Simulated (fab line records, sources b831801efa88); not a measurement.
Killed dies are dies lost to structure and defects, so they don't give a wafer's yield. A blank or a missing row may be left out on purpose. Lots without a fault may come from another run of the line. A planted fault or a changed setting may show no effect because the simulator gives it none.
fab line records | flow sky130
record lots=11 wafers=31 last_day=50
route steps=708 shown LDD_HVN@274 CONTACT@430 METAL4@635 VIA4@641
lots that met no fault: from a run of the same line without faults
start_h: hours from the record's first day to the start of the lot's first wafer shown | wait_h: hours since the lot's step before | " the same as in the row above | L1.1+2: a row that stands for several wafers | - no value, or no start given | * or withheld: withheld | < > ~ a bound
route shown NAME@n: a module of which the file shows steps, and the number in the route of the first | usual: mean/standard deviation of fault-free wafers | same: alike in all rows | chamber/n: place in a boat | sites: the reading at each site | _std_site: their standard deviation | _edge_site: outer sites' mean less inner sites' | radius_mm: how far each site lies from the wafer's centre | mask NAME#n: copy n | behind: the tool/chamber that last shaped the wafer | hold: why the lot was held/for how many hours/how that ended | device: the transistor (n, p or np) that didn't switch | end of line: the same wafers' tests at the end of the route | a step without rows: its recipe alone | killed: dies lost to structure and defects at the first sort, not the wafer's yield | map: a wafer's dies, x killed, . not, _ none there
set.NAME: the setting as run; set.NAME@STEP: as run at that earlier step | model.NAME: the simulator's own value behind a step, which no gauge read
steps of the route over a sample of lots; a table a step, a row a wafer
services: from which hour (start_h, from the record's first day; less than 0 if before it) a tool's chamber was out of use, for how many hours, and why
## steps
# step SKY_LDD_HVN_OVL_MEAS_07
# usual LDD_HVN_OVL=-0.2/1.3
# columns lot.wafer tool chamber start_h wait_h LDD_HVN_OVL[nm]
L702.2 overlay-02 - 460.68 0.1 1.9
L702.5 " - " " 1.4
L702.6 " - " " 2.6
L705.4 overlay-01 - 487.02 0.1 -1.2
L705.5 " - " " -0.1
L705.6 " - " " -0.4
L707.1 overlay-02 - 524.40 0.1 -1.0
L707.3 " - " " 1.3
L707.5 " - " " 0.2
L709.2 overlay-02 - 536.06 0.1 -2.9
L709.4 " - " " -3.2
L709.6 " - " " -1.0
L708.2 overlay-01 - 538.56 0.1 -3.0
L708.5 " - " " 0.1
L708.6 " - " " 1.3
L710.1 overlay-02 - 545.10 0.1 -1.2
L710.2 " - " " -0.1
L710.4 " - " " 1.0
L711.3 overlay-02 - 546.83 0.1 0.5
L711.5 " - " " 0.7
L711.6 " - " " -1.5
L712.5 overlay-02 - 558.03 0.0 0.0
L712.6 " - " " 0.6
L713.2 overlay-01 - 571.56 0.1 2.5
L713.5 " - " " 1.8
L724.1 overlay-01 - 656.27 0.1 0.0
L724.3 " - " " -0.7
L724.4 " - " " 0.1
L725.1 overlay-01 - 660.25 0.1 -0.8
L725.3 " - " " -2.3
L725.5 " - " " -2.5
# step SKY_CONTACT_CVD_24
# recipe material=W target_thk_nm=340 time_s=102.12 temp_c=400 pressure_torr=40
# usual heater_power_w=967/86
# columns lot.wafer tool chamber start_h wait_h heater_power_w
L702.2 cvd_w-01 0 733.97 0.0 1055
L702.5 " 0 " " 1042
L702.6 " 1 " " 913
L705.4 cvd_w-02 1 754.28 0.1 891
L705.5 " 1 " " 881
L705.6 " 0 " " 847
L707.1 cvd_w-01 1 786.34 0.0 936
L707.3 " 1 " " 928
L707.5 " 1 " " 971
L709.2 cvd_w-01 0 797.00 0.0 1069
L709.4 " 0 " " 1089
L709.6 " 1 " " 956
L708.2 cvd_w-01 1 798.64 0.0 934
L708.5 " 0 " " 1071
L708.6 " 1 " " 963
L710.1 cvd_w-01 0 806.05 0.0 1079
L710.2 " 1 " " 963
L710.4 " 0 " " 1048
L711.3 cvd_w-02 0 808.18 0.1 847
L711.5 " 0 " " 871
L711.6 " 1 " " 907
L712.5 cvd_w-01 0 819.67 0.1 1105
L712.6 " 1 " " 936
L713.2 cvd_w-01 1 830.51 0.0 962
L713.5 " 0 " " 1081
L724.1 cvd_w-02 0 907.09 0.0 849
L724.3 " 0 " " 873
L724.4 " 1 " " 902
L725.1 cvd_w-02 0 909.19 0.1 863
L725.3 " 0 " " 882
L725.5 " 1 " " 906
# step SKY_CONTACT_RS_MEAS_25
# recipe thk_meas_gauge=four-point-probe reads=W_of_CONTACT_CVD_24+TiN_of_CONTACT_SPUTTER_23
# usual CONTACT_W_RS=0.337/0.0032
# columns lot.wafer tool chamber start_h wait_h hold CONTACT_W_RS[ohm/sq]
L702.2 film_metro-02 - 734.10 0.1 - 0.334
L702.5 " - " " - 0.337
L702.6 " - " " - 0.336
L705.4 film_metro-01 - 754.41 0.1 - 0.338
L705.5 " - " " - 0.341
L705.6 " - " " - 0.338
L707.1 film_metro-02 - 786.45 0.1 - 0.340
L707.3 " - " " - 0.335
L707.5 " - " " - 0.331
L709.2 film_metro-04 - 797.13 0.1 - 0.337
L709.4 " - " " - 0.335
L709.6 " - " " - 0.338
L708.2 film_metro-01 - 798.77 0.1 - 0.336
L708.5 " - " " - 0.337
L708.6 " - " " - 0.337
L710.1 film_metro-04 - 806.16 0.1 await_dispo/0.2h/release 0.339
L710.2 " - " " await_dispo/0.2h/release 0.475
L710.4 " - " " await_dispo/0.2h/release 0.337
L710.1 film_metro-04 - 806.44 0.3 - 0.340
L710.2 " - " " - 0.474
L710.4 " - " " - 0.338
L711.3 film_metro-04 - 808.30 0.1 - 0.334
L711.5 " - " " - 0.340
L711.6 " - " " - 0.335
L712.5 film_metro-04 - 819.79 0.1 await_dispo/0.2h/release 0.338
L712.6 " - " " await_dispo/0.2h/release 0.485
L712.5 film_metro-04 - 820.07 0.3 - 0.338
L712.6 " - " " - 0.486
L713.2 film_metro-04 - 830.64 0.1 await_dispo/0.2h/release 0.483
L713.5 " - " " await_dispo/0.2h/release 0.343
L713.2 film_metro-04 - 830.93 0.3 - 0.483
L713.5 " - " " - 0.343
L724.1 film_metro-04 - 907.20 0.1 - 0.332
L724.3 " - " " - 0.331
L724.4 " - " " - 0.334
L725.1 film_metro-02 - 909.30 0.1 - 0.333
L725.3 " - " " - 0.335
L725.5 " - " " - 0.338
# step SKY_CONTACT_THK_MEAS_26
# recipe thk_meas_gauge=xrf reads=W_of_CONTACT_CVD_24
# usual CONTACT_W_THK=343/3.7
# columns lot.wafer tool chamber start_h wait_h hold CONTACT_W_THK[nm]
L702.2 film_metro-02 - 734.21 0.1 - 346
L702.5 " - " " - 346
L702.6 " - " " - 346
L705.4 film_metro-01 - 754.50 0.1 - 344
L705.5 " - " " - 339
L705.6 " - " " - 341
L707.1 film_metro-02 - 786.57 0.1 - 346
L707.3 " - " " - 348
L707.5 " - " " - 352
L709.2 film_metro-04 - 797.24 0.1 - 343
L709.4 " - " " - 343
L709.6 " - " " - 338
L708.2 film_metro-01 - 798.88 0.1 - 344
L708.5 " - " " - 343
L708.6 " - " " - 343
L711.3 film_metro-04 - 808.40 0.1 - 344
L711.5 " - " " - 340
L711.6 " - " " - 344
L710.1 film_metro-04 - 812.90 6.4 await_dispo/0.2h/release 339
L710.2 " - " " await_dispo/0.2h/release 243
L710.4 " - " " await_dispo/0.2h/release 340
L710.1 film_metro-04 - 813.13 0.2 - 341
L710.2 " - " " - 243
L710.4 " - " " - 340
L712.5 film_metro-04 - 826.19 6.1 await_dispo/0.2h/release 341
L712.6 " - " " await_dispo/0.2h/release 238
L712.5 film_metro-04 - 826.42 0.2 - 342
L712.6 " - " " - 238
L713.2 film_metro-04 - 835.12 4.2 await_dispo/0.2h/release 240
L713.5 " - " " await_dispo/0.2h/release 334
L713.2 film_metro-04 - 835.35 0.2 - 238
L713.5 " - " " - 338
L724.1 film_metro-04 - 907.32 0.1 - 347
L724.3 " - " " - 348
L724.4 " - " " - 347
L725.1 film_metro-02 - 909.42 0.1 - 350
L725.3 " - " " - 349
L725.5 " - " " - 347
# step SKY_CONTACT_CMP_27
# recipe stop_on=SiO2 t_overpolish_s=15 down_force_psi=3.5 platen_rpm=60 target_thk_nm=0 pad_velocity_m_s=0.94248
# usual motor_current_A=11.1/1.2 time_to_endpoint_s=83/3.2
# columns lot.wafer tool chamber start_h wait_h hold motor_current_A time_to_endpoint_s
L702.2 cmp-02 0 734.26 0.0 - 9.7 82
L702.5 " 0 " " - 9.7 83
L702.6 " 1 " " - 10.6 81
L705.4 cmp-01 3 754.63 0.1 - 10.6 88
L705.6 " 1 " " - 13.1 81
L705.5 " 2 " " - 10.6 87
L707.1 cmp-02 0 786.68 0.1 - 9.8 85
L707.3 " 2 " " - 11.6 83
L707.5 " 0 " " - 10.0 88
L709.4 cmp-02 1 797.29 0.0 - 10.5 77
L709.2 " 2 " " - 12.2 82
L709.6 " 1 " " - 10.8 78
L708.2 cmp-02 2 799.08 0.2 - 12.5 80
L708.5 " 3 " " - 11.2 78
L708.6 " 0 " " - 9.6 82
L711.3 cmp-01 0 808.44 0.0 - 10.3 82
L711.6 " 0 " " - 10.3 83
L711.5 " 1 " " - 12.7 75
L710.2 cmp-02 2 816.12 3.0 await_dispo/2.9h/release 12.5 57
L710.4 " 3 " " await_dispo/2.9h/release 12.0 81
L710.1 " 0 " " await_dispo/2.9h/release 9.2 82
L712.5 cmp-01 3 829.27 2.8 await_dispo/2.2h/release 11.1 88
L712.6 " 0 " " await_dispo/2.2h/release 10.3 59
L713.2 cmp-01 2 841.65 6.3 await_dispo/6.2h/release 10.2 63
L713.5 " 1 " " await_dispo/6.2h/release 12.9 83
L724.3 cmp-01 0 907.53 0.2 - 10.4 86
L724.4 " 1 " " - 12.7 79
L724.1 " 2 " " - 10.0 85
L725.1 cmp-02 2 909.53 0.1 - 12.8 87
L725.3 " 0 " " - 9.7 87
L725.5 " 2 " " - 12.8 85
# step SKY_METAL4_STRIP_19
# recipe chemistry=O2/N2 power_w=1400 pressure_mtorr=1500 platen_temp_c=withheld o2_flow_sccm=3000 n2_flow_sccm=300 overash_fraction=0.5
# usual drypump_motor_current_A=5.6/0.39 oes_product_au=0.501/0.0062 strip_time_to_endpoint_s=6.49/0.11
# columns lot.wafer tool chamber start_h wait_h drypump_motor_current_A oes_product_au rf_hours_counter_h strip_time_to_endpoint_s
L702.2 plasma_asher-03 1 977.39 0.1 5.4 0.494 22 6.30
L702.5 " 0 " " 6.5 0.502 - 6.51
L702.6 " 1 " " 5.4 0.501 - 6.28
L705.4 plasma_asher-03 1 995.47 0.1 5.4 0.507 - 6.40
L705.5 " 0 " " 6.4 0.503 - 6.48
L705.6 " 1 " " 5.4 0.505 - 6.49
L707.1 plasma_asher-01 0 1024.54 0.1 5.2 0.493 57 6.31
L707.3 " 1 " " 5.4 0.503 - 6.36
L707.5 " 1 " " 5.5 0.500 - 6.32
L709.2 plasma_asher-04 1 1034.67 0.1 5.8 0.489 92 6.19
L709.4 " 0 " " 5.7 0.490 - 6.23
L709.6 " 0 " " 5.7 0.494 - 6.20
L708.2 plasma_asher-01 1 1035.15 0.2 5.5 0.517 58 6.64
L708.5 " 1 " " 5.5 0.512 - 6.60
L708.6 " 0 " " 5.2 0.498 - 6.63
L710.1 plasma_asher-01 0 1038.36 0.1 5.2 0.503 58 6.42
L710.2 " 1 " " 5.5 0.502 58 6.58
L710.4 " 1 " " 5.4 0.507 - 6.58
L711.3 plasma_asher-03 0 1045.31 0.1 6.4 0.513 - 6.59
L711.5 " 0 " " 6.4 0.500 - 6.57
L711.6 " 1 " " 5.4 0.506 - 6.56
L712.5 plasma_asher-04 0 1052.16 0.1 5.6 0.500 - 6.54
L712.6 " 1 " " 5.9 0.497 - 6.53
L713.2 plasma_asher-04 0 1062.84 0.2 5.7 0.499 95 6.45
L713.5 " 1 " " 5.8 0.504 - 6.67
L724.1 plasma_asher-04 0 1122.19 0.1 5.6 0.492 101 6.35
L724.3 " 0 " " 5.6 0.499 - 6.54
L724.4 " 1 " " 5.9 0.490 - 6.30
L725.1 plasma_asher-01 0 1125.93 0.1 5.2 0.501 63 6.48
L725.3 " 0 " " 5.2 0.491 - 6.31
L725.5 " 1 " " 5.5 0.500 - 6.54
# step SKY_VIA4_CMP_02
# recipe material=SiO2 down_force_psi=4 platen_rpm=60 pad_velocity_m_s=0.94248
# usual motor_current_A=12.1/1.3
# columns lot.wafer tool chamber start_h wait_h motor_current_A
L702.2 cmp-01 0 978.37 0.1 10.3
L702.5 " 2 " " 11.3
L702.6 " 3 " " 11.3
L705.4 cmp-02 0 996.37 0.1 10.8
L705.5 " 2 " " 13.4
L705.6 " 3 " " 13.4
L707.1 cmp-02 0 1025.41 0.1 10.7
L707.3 " 3 " " 13.2
L707.5 " 0 " " 10.9
L709.4 cmp-01 0 1035.74 0.2 11.2
L709.2 " 1 " " 13.9
L709.6 " 1 " " 15.0
L708.2 cmp-01 1 1036.39 0.4 14.2
L708.6 " 0 " " 11.0
L708.5 " 1 " " 13.7
L710.4 cmp-02 2 1039.40 0.1 13.6
L710.2 " 3 " " 13.5
L710.1 " 0 " " 11.4
L711.3 cmp-01 0 1046.27 0.0 11.4
L711.5 " 0 " " 11.1
L711.6 " 1 " " 14.3
L712.5 cmp-01 1 1053.14 0.2 14.8
L712.6 " 2 " " 11.9
L713.2 cmp-02 3 1063.82 0.2 13.6
L713.5 " 0 " " 10.3
L724.4 cmp-02 3 1123.05 0.0 13.4
L724.1 " 0 " " 10.2
L724.3 " 2 " " 12.7
L725.1 cmp-02 0 1126.85 0.1 10.5
L725.3 " 3 " " 12.4
L725.5 " 0 " " 10.7
## services
# columns tool chamber start_h hours kind
cmp-01 - 744.11 4.0 pm
cmp-01 - 748.11 4.8 pm
cmp-02 - 754.37 5.1 repair
cvd_w-01 - 773.64 2.8 pm
cmp-02 - 780.18 1.8 repair
cmp-01 - 864.45 6.7 pm
cmp-02 - 896.10 2.9 repair
cmp-01 - 905.01 0.5 repair
cmp-02 - 912.23 4.0 pm
cmp-02 - 913.34 1.3 repair
cmp-02 - 999.05 0.9 repair
cmp-02 - 999.96 14.3 pm
cmp-01 - 1012.96 3.1 repair
cmp-02 - 1016.40 4.2 pm
cmp-02 - 1017.86 1.2 repair
cmp-01 - 1021.64 4.3 repair
cmp-02 - 1035.25 2.1 repair
cmp-02 - 1074.73 5.3 pm
cmp-01 - 1084.34 4.0 pm
cmp-02 - 1104.68 1.0 repair
cmp-02 - 1105.77 0.5 repair
cmp-01 - 1116.05 5.0 pm
cmp-01 - 1125.69 1.3 repair
cmp-01 - 1126.02 2.8 repair
## key
first_sign step=SKY_CONTACT_RS_MEAS_25 reading=visit direction=added
effect step=SKY_CONTACT_RS_MEAS_25 reading=CONTACT_W_RS direction=up sigmas=45 usual=0.337 struck=0.481
effect step=SKY_CONTACT_THK_MEAS_26 reading=visit direction=added
effect step=SKY_CONTACT_THK_MEAS_26 reading=CONTACT_W_THK direction=down sigmas=27 usual=343 struck=240
effect step=SKY_CONTACT_CMP_27 reading=time_to_endpoint_s direction=down sigmas=7.3 usual=* struck=*
met_at SKY_CONTACT_CVD_24
struck_lots L710,L712,L713
struck_wafers L710.2,L712.6,L713.2
tester_left_out L710,L712,L713
not_acting_at SKY_LDD_HVN_OVL_MEAS_07,SKY_METAL4_STRIP_19,SKY_VIA4_CMP_02
onset_between 798.64 806.05
fault kind=process_parameter_drift tool=cvd_w-01 chamber=- onset_h=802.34 steps=SKY_CONTACT_CVD_24 channel=target_thk_nm offset=-100.1 shape=step end_h=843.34 scope=struck_wafers_only acts_in=these_recipes_only stated=340
# tester_left_out: of these lots the tester's yield and bins aren't shown, on N5 and GAA mostly nor the transistor test; their killed dies are dies lost to structure and defects alone, not to doping, threshold or leakage, so they don't give the yield
